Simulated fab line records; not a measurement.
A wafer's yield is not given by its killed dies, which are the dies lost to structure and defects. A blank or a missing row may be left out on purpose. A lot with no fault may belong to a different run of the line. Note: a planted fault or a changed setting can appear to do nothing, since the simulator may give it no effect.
8D (eight disciplines) problem report, filled in by code + flow gf180mcu + the parts of the form that need people (team, actions taken, sign-off) are left out

== 1. WHAT WENT WRONG ==
Wafers free of any fault read 46.16 ohm/sq (standard deviation 0.079) for NSD_RS at GF_PSD_RS_MEAS_14, against a mean of 46.88 ohm/sq on 6 wafers of 2 lots. Measured from the usual mean, that is +9.1 standard deviations.
The step: measures by four-point-probe.
First seen on wafer L296.3, day 16 19:01, on film_metro-04. The record holds 36 wafers of 12 lots with a number at this step. The rule behind "out" and "out of limits": a value lying over 4 standard deviations away from the usual mean. Any other wafer with a number is counted as sound.

== 2. WHAT IT IS; WHAT IT IS NOT ==
| question                    | is                           | is not                                                                                       |
|-----------------------------|------------------------------|----------------------------------------------------------------------------------------------|
| which readings at this step | NSD_RS                       | -                                                                                            |
| which lots                  | L296, L300                   | L288, L290, L291, L292, L294, L307, L308, L309, L310, L311                                   |
| which wafers of those lots  | all that have a number       | -                                                                                            |
| read on which gauges        | film_metro-02, film_metro-04 | film_metro-03                                                                                |
| when                        | from day 16 19:01            | up to then (15 sound wafers); but 15 sound wafers of L307, L308, L309, L310, L311 came after |

== 3. WHAT RULES OUT EACH SUSPECT ==
Counting: a tool at any process step up to the reading remains a suspect when it ran all the lots that are out and ran no sound lot after the first of those.
- ruled out: the gauge at GF_PSD_RS_MEAS_14. 2 gauges (film_metro-02, film_metro-04) read the wafers that are out.
- implanter-03 at GF_NSD_IMPLANT_10: ruled out as a lasting fault. Following L296 (day 15 20:01), the first lot on it that is out, the sound lots L309 were run on it.
Left after counting: nothing in the record.

== 4. THE CAUSE (what the simulator had put in) ==
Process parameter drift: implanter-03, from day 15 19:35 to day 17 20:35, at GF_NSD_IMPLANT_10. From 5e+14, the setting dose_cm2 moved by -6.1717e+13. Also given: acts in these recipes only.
It was ruled out by counting, in error; the rule expects a fault to strike all lots run on its tool from its start on, and this fault did not.

== 5. THE CHAIN OF EFFECTS, in route order ==
Rows list readings where the struck wafers' mean (over those with a number) sits beyond 3 standard deviations from the usual. Scope: only readings with a usual standard deviation given in the record; hours: median across lots of the time from each lot's start at the first step in this table that gives one to its start at this step; sigmas: change in usual standard deviations.
| hours | step              | reading            | usual        | on struck wafers | change     | sigmas      |
|-------|-------------------|--------------------|--------------|------------------|------------|-------------|
| 0     | GF_NSD_IMPLANT_10 | dose_ions_cm2      | 4.999e+14    | 4.378e+14        | -6.208e+13 | -99 or more |
| 0     | GF_NSD_IMPLANT_10 | faraday_current_uA | 2789         | 2458             | -331       | -6.6        |
| 24    | GF_PSD_RS_MEAS_14 | NSD_RS             | 46.16 ohm/sq | 46.88            | +0.72      | +9.1        |
Here are the process steps it includes:
- GF_NSD_IMPLANT_10
Later measuring or inspecting steps at which every struck wafer that the step has a row for has a number for every such reading, and none has moved that far: GF_SAB_THK_MEAS_01.

== 6. HOW IT WOULD HAVE BEEN CAUGHT EARLIER ==
In this record the first reading out of limits at a measuring or inspecting step was taken at day 16 19:01, 23 hours after the fault began at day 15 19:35.
Tool's own readings at GF_NSD_IMPLANT_10, dose_ions_cm2, faraday_current_uA: out on all struck wafers the step has rows for; an alarm limit on them would have tripped on the first.
